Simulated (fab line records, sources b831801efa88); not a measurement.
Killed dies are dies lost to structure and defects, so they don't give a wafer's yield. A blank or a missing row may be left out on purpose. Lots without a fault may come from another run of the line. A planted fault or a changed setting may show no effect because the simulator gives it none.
Which tool did it? | flow sky130 | 11 lots, 33 wafers sampled, at 3 steps of a route of 708

WHAT THE GAUGES READ, wafer by wafer
SKY_SONOS_ONO_THK_MEAS_01.
lot  | measured     | on            | SONOS_ONO_OXIDATION_THK (nm)
L436 | day 11 15:34 | film_metro-03 | 2.55 2.64 2.60
L439 | day 12 21:20 | film_metro-01 | 2.65 2.69 2.66
L440 | day 13 09:59 | film_metro-01 | 2.66 2.70 2.64
L441 | day 13 14:11 | film_metro-03 | 2.62 2.60 2.58
L442 | day 13 19:58 | film_metro-02 | 2.54 2.57 2.56
L443 | day 14 05:20 | film_metro-02 | 2.63 2.61 2.60
L445 | day 14 23:34 | film_metro-02 | 2.58 2.54 2.61
L446 | day 14 23:35 | film_metro-01 | 2.54 2.56 2.60
L456 | day 18 09:51 | film_metro-03 | 3.11 3.09 3.06
L457 | day 18 17:31 | film_metro-03 | 3.09 3.10 3.12
L458 | day 18 22:13 | film_metro-01 | 2.63 2.60 2.53

WHICH TOOL RAN EACH LOT (tool, then ch and the chambers of the sampled wafers, then the start)
lot  | SKY_VT_ADJUST_PCH_STRIP_09           | SKY_SONOS_ONO_OXIDATION_00
L436 | plasma_asher-03 ch 0,1, day 10 13:01 | furnace-01 ch 0, day 11 14:12
L439 | plasma_asher-03 ch 1, day 11 19:07   | furnace-01 ch 0, day 12 19:59
L440 | plasma_asher-03 ch 0,1, day 12 06:20 | furnace-01 ch 0, day 13 08:38
L441 | plasma_asher-01 ch 0,1, day 12 11:14 | furnace-02 ch 0, day 13 12:50
L442 | plasma_asher-02 ch 0,1, day 12 13:56 | furnace-02 ch 0, day 13 18:37
L443 | plasma_asher-03 ch 0,1, day 12 22:28 | furnace-01 ch 0, day 14 03:58
L445 | plasma_asher-03 ch 0, day 13 17:11   | furnace-01 ch 0, day 14 22:13
L446 | plasma_asher-03 ch 0,1, day 13 19:44 | furnace-01 ch 0, day 14 22:13
L456 | plasma_asher-01 ch 0,1, day 17 02:20 | furnace-01 ch 0, day 18 08:29
L457 | plasma_asher-01 ch 0,1, day 17 10:19 | furnace-01 ch 0, day 18 16:10
L458 | plasma_asher-01 ch 0,1, day 17 14:43 | furnace-02 ch 0, day 18 20:50
- SKY_VT_ADJUST_PCH_STRIP_09: strips in O2/N2.
- SKY_SONOS_ONO_OXIDATION_00: stabilise 600 s, purge 300 s, target thk 2.6 nm.

THE ANSWER, worked out from the rows above alone
Rule: what is usual is taken from the lots themselves. Put in order of their means at a reading, lots are off if they are a third of the lots or fewer, leave a main group of 4 or more, and stand apart from it by a gap of 3 or more times the standard deviation of the main group's means; of several such gaps the widest counts. A main group whose means are all the same, to the digits that the tables above print for the reading, isn't used. A lot without any number at a reading at which 4 lots or more have one is off too. The other lots that the step has rows for count as sound.
Off: L456, L457, at SKY_SONOS_ONO_THK_MEAS_01 (SONOS_ONO_OXIDATION_THK). The main group: mean 2.60 nm, standard deviation 0.038.
A tool fits if, at a process step before that reading, it ran every lot that is off, and no sound lot after the first of them. The gauges at SKY_SONOS_ONO_THK_MEAS_01 are tried like those tools. Can't be told from this: 2 tools fit, furnace-01 at SKY_SONOS_ONO_OXIDATION_00, film_metro-03 at SKY_SONOS_ONO_THK_MEAS_01.

WHAT THE SIMULATOR HAD PUT IN
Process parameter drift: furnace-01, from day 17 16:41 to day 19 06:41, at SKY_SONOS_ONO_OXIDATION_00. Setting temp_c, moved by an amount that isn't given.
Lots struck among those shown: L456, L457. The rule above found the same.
